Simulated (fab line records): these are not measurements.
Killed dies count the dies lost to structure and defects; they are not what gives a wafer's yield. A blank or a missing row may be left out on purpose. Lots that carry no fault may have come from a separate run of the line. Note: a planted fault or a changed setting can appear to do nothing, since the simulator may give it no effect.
fab line records    flow sky130    part 2 of 2: steps 33 to 46 of 46
record lots=5  wafers=15  last_day=49
route steps=708 shown LDD_HVP@288 LDD_LDN@289 SPACER@304 POLY_CUT@307 SD_P@320 RES_XHIGH@332
lots that met no fault: taken from a fault-free run of the same line
start_h: start of the lot's first displayed wafer, in hours after the record's first day    wait_h: hours from the lot's prior step to this one    " unchanged from the row above    L1.1+2: one row covering several wafers at once    - value missing, or start not given    * or withheld: withheld    < > ~ a bound
route shown NAME@n: names a module that has steps shown in the file, with the first one's number in the route    usual: mean/standard deviation of fault-free wafers    same: alike in all rows    chamber/n: place in a boat    sites: each site's reading    _std_site: standard deviation of those values    _edge_site: mean of outer sites minus mean of inner sites    radius_mm: for every site, how far away it sits from the centre of the wafer    mask NAME#n: copy n    behind: tool/chamber where the wafer was last shaped    hold: the reason the lot was held/the length of the hold in hours/how it ended    device: names the non-switching transistor (n, p or np)    end of line: the route-end tests of the same wafers    a step with no rows: only its recipe    killed: not the wafer's yield, but the dies lost to structure and defects at the first sort    map: a wafer's dies, x killed, . not, _ none there
set.NAME: setting as actually run; set.NAME@STEP: the setting as run at that earlier step    model.NAME: the simulator's own value behind a step, which no gauge read
lots seen at some steps along the route; tables by step, rows by wafer
services: the hour from which a tool's chamber was out of use, counted from the record's first day as start_h (under 0 if before that day), plus the number of hours and why
## steps
# step SKY_SD_P_DEHYDRATE_00
# recipe temp_c=200  time_s=60
lot.wafer   tool            chamber  start_h  wait_h
L078.1+3+4  litho_track-03  0        624.68   13.1
L081.1+3+6  litho_track-03  0        632.88   13.5
L082.3+4+6  litho_track-02  0        638.84   13.8
L086.2+3+5  litho_track-03  0        667.41   13.5
L089.1+3+6  litho_track-03  0        722.73   13.6
# step SKY_SD_P_HMDS_01
# recipe prime_time_s=60  prime_temp_c=120
lot.wafer   tool            chamber  start_h  wait_h
L078.1+3+4  litho_track-03  0        624.83   0.1
L081.1+3+6  litho_track-03  0        633.03   0.1
L082.3+4+6  litho_track-02  0        638.99   0.1
L086.2+3+5  litho_track-03  0        667.56   0.1
L089.1+3+6  litho_track-03  0        722.88   0.1
# step SKY_SD_P_COAT_02
# recipe resist=NOVOLAK  spin_rpm=3000  resist_thk_nm=1140
lot.wafer   tool            chamber  start_h  wait_h
L078.1+3+4  litho_track-03  0        624.98   0.1
L081.1+3+6  litho_track-03  0        633.18   0.1
L082.3+4+6  litho_track-02  0        639.14   0.1
L086.2+3+5  litho_track-03  0        667.71   0.1
L089.1+3+6  litho_track-03  0        723.03   0.1
# step SKY_SD_P_SOFTBAKE_03
# recipe temp_c=90  time_s=60  resist=NOVOLAK
lot.wafer   tool            chamber  start_h  wait_h
L078.1+3+4  litho_track-03  0        625.13   0.1
L081.1+3+6  litho_track-03  0        633.33   0.1
L082.3+4+6  litho_track-02  0        639.29   0.1
L086.2+3+5  litho_track-03  0        667.86   0.1
L089.1+3+6  litho_track-03  0        723.18   0.1
# step SKY_SD_P_EXPOSE_04
# recipe mask_id=PSDM  na=0.6  source_shape=conventional  sigma_outer=0.6  polarization=unpolarized  target_cd_nm=380  dose_mj=138
lot.wafer   tool              chamber  start_h  wait_h  mask
L078.1+3+4  iline_stepper-01  0        -        -       PSDM#0
L081.1+3+6  iline_stepper-02  0        -        -       PSDM#0
L082.3+4+6  iline_stepper-01  0        -        -       PSDM#0
L086.2+3+5  iline_stepper-02  0        -        -       PSDM#0
L089.1+3+6  iline_stepper-01  0        -        -       PSDM#0
# step SKY_SD_P_PEB_05
# recipe temp_c=withheld  time_s=*  resist=NOVOLAK
lot.wafer   tool            chamber  start_h  wait_h
L078.1+3+4  litho_track-03  0        -        -
L081.1+3+6  litho_track-02  0        -        -
L082.3+4+6  litho_track-02  0        -        -
L086.2+3+5  litho_track-02  0        -        -
L089.1+3+6  litho_track-04  0        -        -
# step SKY_SD_P_DEVELOP_06
# recipe resist=NOVOLAK  developer=TMAH  develop_time_s=60  dev_temp_c=23
lot.wafer   tool            chamber  start_h  wait_h
L078.1+3+4  litho_track-03  0        639.48   0.1
L081.1+3+6  litho_track-02  0        647.44   0.1
L082.3+4+6  litho_track-02  0        653.59   0.1
L086.2+3+5  litho_track-02  0        681.71   0.1
L089.1+3+6  litho_track-04  0        736.76   0.1
# step SKY_SD_P_CD_MEAS_07
# recipe target_cd_nm=380
# usual cd_nm=379.6/2.9
lot.wafer  tool       chamber  start_h  wait_h  cd_nm
L078.1     cd_sem-02  -        639.63   0.1     380.3
L078.3     "          -        "        "       381.5
L078.4     "          -        "        "       380.1
L081.1     cd_sem-01  -        647.59   0.1     380.7
L081.3     "          -        "        "       381.5
L081.6     "          -        "        "       380.4
L082.3     cd_sem-01  -        653.73   0.1     383.6
L082.4     "          -        "        "       383.1
L082.6     "          -        "        "       384.5
L086.2     cd_sem-02  -        681.86   0.1     377.0
L086.3     "          -        "        "       378.0
L086.5     "          -        "        "       378.3
L089.1     cd_sem-01  -        736.95   0.2     378.5
L089.3     "          -        "        "       378.8
L089.6     "          -        "        "       378.9
# step SKY_SD_P_OVL_MEAS_08
# usual SD_P_OVL=-0.7/1.2
lot.wafer  tool        chamber  start_h  wait_h  SD_P_OVL[nm]
L078.1     overlay-02  -        639.75   0.1     -0.3
L078.3     "           -        "        "       -1.7
L078.4     "           -        "        "       -1.2
L081.1     overlay-01  -        647.71   0.1     -1.2
L081.3     "           -        "        "       -0.6
L081.6     "           -        "        "       -0.7
L082.3     overlay-01  -        653.82   0.1     -1.2
L082.4     "           -        "        "       0.1
L082.6     "           -        "        "       -0.4
L086.2     overlay-01  -        681.96   0.1     1.6
L086.3     "           -        "        "       -0.3
L086.5     "           -        "        "       0.8
L089.1     overlay-01  -        737.07   0.1     -3.4
L089.3     "           -        "        "       -2.0
L089.6     "           -        "        "       -3.0
# step SKY_SD_P_IMPLANT_09
# recipe species=BF2  energy_kev=20  dose_cm2=3e+15  tilt_deg=0
lot.wafer   tool          chamber  start_h  wait_h
L078.1+3+4  implanter-01  0        639.79   0.0
L081.1+3+6  implanter-01  0        647.74   0.0
L082.3+4+6  implanter-01  0        653.89   0.1
L086.2+3+5  implanter-01  0        682.02   0.0
L089.1+3+6  implanter-04  0        737.11   0.0
# step SKY_SD_P_STRIP_10
# recipe chemistry=O2/N2  power_w=1400  pressure_mtorr=1500  platen_temp_c=withheld  o2_flow_sccm=3000  n2_flow_sccm=300  overash_fraction=0.5
# usual drypump_motor_current_A=5.7/0.34  oes_product_au=0.618/0.0048  strip_time_to_endpoint_s=17.51/0.039
lot.wafer  tool             chamber  start_h  wait_h  drypump_motor_current_A  oes_product_au  rf_hours_counter_h  strip_time_to_endpoint_s
L078.1     plasma_asher-04  0        639.94   0.1     6.1                      0.610           96                  17.55
L078.3     "                1        "        "       6.0                      0.619           -                   17.50
L078.4     "                0        "        "       6.1                      0.618           -                   17.56
L081.1     plasma_asher-02  0        647.89   0.1     4.9                      0.629           53                  17.56
L081.3     "                1        "        "       5.6                      0.616           -                   17.52
L081.6     "                0        "        "       5.0                      0.622           -                   17.55
L082.3     plasma_asher-03  0        654.02   0.1     5.5                      0.609           -                   17.55
L082.4     "                1        "        "       5.7                      0.613           -                   17.53
L082.6     "                0        "        "       5.5                      0.619           -                   17.53
L086.2     plasma_asher-04  0        682.14   0.1     6.1                      0.624           100                 17.56
L086.3     "                0        "        "       6.1                      0.626           -                   17.56
L086.5     "                1        "        "       6.0                      0.618           -                   17.51
L089.1     plasma_asher-03  0        737.26   0.1     5.5                      0.613           89                  17.51
L089.3     "                0        "        "       5.5                      0.619           -                   17.46
L089.6     "                1        "        "       5.8                      0.619           -                   17.43
# step SKY_SD_P_TW_MEAS_11
# usual SD_P_TW=2821/17
lot.wafer  tool           chamber  start_h  wait_h  SD_P_TW
L078.1     film_metro-04  -        640.04   0.1     2825
L078.3     "              -        "        "       2822
L078.4     "              -        "        "       2825
L081.1     film_metro-02  -        647.99   0.1     2844
L081.3     "              -        "        "       2838
L081.6     "              -        "        "       2866
L082.3     film_metro-03  -        654.11   0.1     2816
L082.4     "              -        "        "       2814
L082.6     "              -        "        "       2806
L086.2     film_metro-02  -        682.25   0.1     2813
L086.3     "              -        "        "       2830
L086.5     "              -        "        "       2818
L089.1     film_metro-04  -        737.36   0.1     2803
L089.3     "              -        "        "       2780
L089.6     "              -        "        "       2810
# step SKY_RES_XHIGH_DEHYDRATE_00
# recipe temp_c=200  time_s=60
lot.wafer   tool            chamber  start_h  wait_h
L078.1+3+4  litho_track-02  0        653.69   13.6
L081.1+3+6  litho_track-02  0        661.69   13.7
L082.3+4+6  litho_track-04  0        667.51   13.4
L086.2+3+5  litho_track-01  0        695.30   13.0
L089.1+3+6  litho_track-01  0        751.38   14.0
# step SKY_RES_XHIGH_HMDS_01
# recipe prime_time_s=60  prime_temp_c=120
lot.wafer   tool            chamber  start_h  wait_h
L078.1+3+4  litho_track-02  0        653.84   0.1
L081.1+3+6  litho_track-02  0        661.84   0.1
L082.3+4+6  litho_track-04  0        667.66   0.1
L086.2+3+5  litho_track-01  0        695.45   0.1
L089.1+3+6  litho_track-01  0        751.53   0.1
## services
tool              chamber  start_h  hours  kind
implanter-04      -        542.72   5.9    pm
wet_bench-01      -        543.74   1.0    repair
plasma_asher-01   -        557.33   1.6    repair
krf_scanner-02    -        558.46   1.0    pm
rie_diel-01       0        580.61   2.1    repair
rie_diel-01       -        590.82   4.4    repair
iline_stepper-02  -        618.43   1.7    repair
rie_diel-02       -        627.10   0.3    repair
implanter-04      -        633.61   85.5   pm
implanter-02      -        638.65   0.9    repair
rie_diel-01       -        641.74   15.6   pm
plasma_asher-04   -        644.00   2.8    pm
iline_stepper-01  -        657.37   4.4    pm
rie_diel-02       2        678.01   7.1    repair
rie_diel-01       0        680.37   35.0   repair
implanter-02      -        716.81   0.5    repair
implanter-01      -        722.66   2.5    repair
implanter-02      -        725.87   3.5    pm
iline_stepper-01  -        726.12   1.7    pm
iline_stepper-02  -        729.74   1.7    pm
plasma_asher-04   -        733.75   9.0    pm
rie_diel-02       -        745.81   1.6    repair
implanter-04      -        751.24   1.5    repair
lpcvd-02          -        751.54   4.3    pm
